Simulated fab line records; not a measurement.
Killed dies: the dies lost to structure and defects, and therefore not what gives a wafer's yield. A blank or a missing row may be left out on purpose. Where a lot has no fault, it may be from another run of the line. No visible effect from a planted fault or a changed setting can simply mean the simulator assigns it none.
Struck lot and sound lot, side by side -- flow sky130 -- 17 steps out of a route of 708
Sound: wafers L829.1, L829.3, L829.6. Struck: wafer L843.6. (L843.4 of the same lot was not struck and is left out.) The cause comes at the end.
At each step with rows: each side's tool, then ch and its chambers, then its first start. Under that, the readings that differ: sound wafers -- struck wafers -- difference of the means -- sigmas: that difference in standard deviations of wafers without a fault.
alike: same words and numbers on both sides, and readings whose means sit less than 2 such deviations apart. not compared: any withheld reading, any reading some wafer has no value for, any bound like >300 that may hide the same value, and any number with overlapping values for which the record gives no deviation.
The two part at a step that has a row with sigmas, a row that says differs or no value, or rows on one side only. Non-overlapping numbers with no deviation appear without sigmas and do not part them. A reading missing from all wafers of one side parts the sides only when that side holds two or more wafers.

first, 3 steps without rows for these wafers: SKY_VIA3_EXPOSE_09 (exposes mask VIM3, target cd 200 nm); SKY_VIA3_PEB_10; SKY_VIA3_DEVELOP_11 (develop time 60 s).
SKY_VIA3_CD_MEAS_12: the cd target is 200 nm.
  struck on cd-sem-02, day 44 08:01; sound on cd-sem-01, day 40 00:58
  alike: cd-nm
SKY_VIA3_OVL_MEAS_13:
  struck on overlay-02, day 44 08:06; sound on overlay-01, day 40 01:05
  alike: VIA3_OVL
SKY_VIA3_ETCH_14: etches BARC in N2/H2, stops on SiO2, time 45.9 s, target depth 60 nm.
  sound on rie-diel-02 ch 0,1,2, day 40 01:07; struck on rie-diel-03 ch 0, day 44 08:07
  alike: drypump-motor-current-A, oes-product-au, throttle-valve-pct
  not compared: rf-hours-counter-h
SKY_VIA3_ETCH_15: etches SiO2 in C4F8/O2/Ar, stops on TiN, target depth 507 nm, time 78 s.
  sound on rie-diel-02 ch 0,1,2, day 40 01:10; struck on rie-diel-03 ch 0, day 44 08:10
  alike: oes-product-au
SKY_VIA3_STRIP_16: strips in O2/N2.
  sound on plasma-asher-02 ch 0,1, day 40 01:13; struck on plasma-asher-04 ch 0, day 44 08:15
  alike: drypump-motor-current-A, o2-flow-sccm, oes-product-au, strip-time-to-endpoint-s
  not compared: rf-hours-counter-h
then, 3 steps without rows for these wafers: SKY_VIA3_STRIP_17 (strips in post etch residue remover, time 1200 s); SKY_VIA3_CLEAN_18 (cleans in IPA, time 180 s); SKY_VIA3_CLEAN_19 (cleans in O3/DIW).
SKY_VIA3_SPUTTER_20: material TiN, target thk 20 nm, time 80 s.
  struck on pvd-sputter-01, day 44 08:49; sound on pvd-sputter-01, day 40 01:49
  alike: throttle-valve-pct
SKY_VIA3_CVD_21: deposits W, target thk 390 nm, time 117.31 s.
  sound on cvd-w-02 ch 1, day 40 01:52; struck on cvd-w-02 ch 1, day 44 08:59
reading,sound,struck,difference,sigmas
model.W_of_VIA3_CVD_21.thk-nm (nm),390.4 390.7 388.8,604.5,+214.5,
  alike: heater-power-w
SKY_VIA3_RS_MEAS_22: the measuring method here is four-point-probe.
  struck on film-metro-04, day 44 09:10; sound on film-metro-04, day 40 01:59
reading,sound,struck,difference,sigmas
VIA3_W_RS (ohm/sq),0.294 0.293 0.295,0.189,-0.105,-27
SKY_VIA3_THK_MEAS_23: measures by xrf.
  struck on film-metro-04, day 44 09:16; sound on film-metro-04, day 40 02:07
  not compared: VIA3_W_THK
SKY_VIA3_CMP_24: polishes, stops on SiO2, t overpolish 20 s, target thk 0 nm.
  sound on cmp-01 ch 1,2, day 40 02:10; struck on cmp-01 ch 0, day 44 09:23
reading,sound,struck,difference,sigmas
time-to-endpoint-s (s),96 104 95,139,+41,+11
  alike: motor-current-A
SKY_METAL4_SPUTTER_00: material Ti, target thk 15 nm, time 10 s.
  struck on pvd-sputter-02, day 44 09:35; sound on pvd-sputter-01, day 40 02:28
  alike: throttle-valve-pct

WHERE THEY PART
First at SKY_VIA3_RS_MEAS_22; last, within this record, at SKY_VIA3_CMP_24. Later steps at which nothing parts them and some readings are alike: SKY_METAL4_SPUTTER_00.

WHY: what had been put in by the simulator
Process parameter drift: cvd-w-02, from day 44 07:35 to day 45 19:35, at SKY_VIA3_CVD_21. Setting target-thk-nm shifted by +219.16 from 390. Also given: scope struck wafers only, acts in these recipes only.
